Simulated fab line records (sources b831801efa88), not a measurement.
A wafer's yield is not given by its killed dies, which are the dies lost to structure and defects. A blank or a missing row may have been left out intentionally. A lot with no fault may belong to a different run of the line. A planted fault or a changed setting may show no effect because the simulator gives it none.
Chamber matching ; flow gf180mcu ; 4 sister chambers for GF_V5_CMP_04 on cmp-01
The step polishes SiO2. 7 wafers are shown with their chamber, then 8 later ones without.

== WAFERS, EACH WITH ITS CHAMBER ==
wafer;chamber;motorCurrentA (A)
L642.5;1;11.5
L643.1;3;12.1
L643.3;2;12.0
L649.2;3;10.7
L649.4;0;11.2
L649.6;0;11.0
L650.1;2;12.3

== WAFERS WITHOUT THEIR CHAMBER ==
wafer;motorCurrentA (A)
L650.3;11.1
L650.5;11.7
L651.2;11.0
L651.4;12.3
L651.6;11.7
L652.1;10.8
L652.4;11.9
L652.5;12.9

== THE CHAMBER EACH PASSED THROUGH ==
wafer;from the rows above;in truth
L650.3;can't be placed: 0 or 3 or 1 or 2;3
L650.5;can't be placed: 1 or 3 or 2 or 0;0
L651.2;can't be placed: 0 or 3 or 1 or 2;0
L651.4;can't be placed: 2 or 1 or 3 or 0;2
L651.6;can't be placed: 1 or 3 or 2 or 0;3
L652.1;can't be placed: 0 or 3 or 1 or 2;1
L652.4;can't be placed: 2 or 1 or 3 or 0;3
L652.5;can't be placed: 2 or 1 or 3 or 0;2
0 of 8 placed correctly. Cannot be placed on the basis of these rows: 8; the candidates contain the true chamber in 8. 0 placed wrongly.
How it was worked out, from the rows above alone: a wafer's distance from a chamber is the root of the sum, over the readings, of the square of ((its reading less the chamber's mean) divided by the reading's scatter). The wafer belongs to the nearest chamber; if the next one is less than 2 further off, it can't be placed. Each chamber's mean is taken over the wafers shown for it. The scatter: take each reading less its chamber's mean, square it, sum over the shown wafers, divide by the number of wafers less the number of chambers, and take the root.
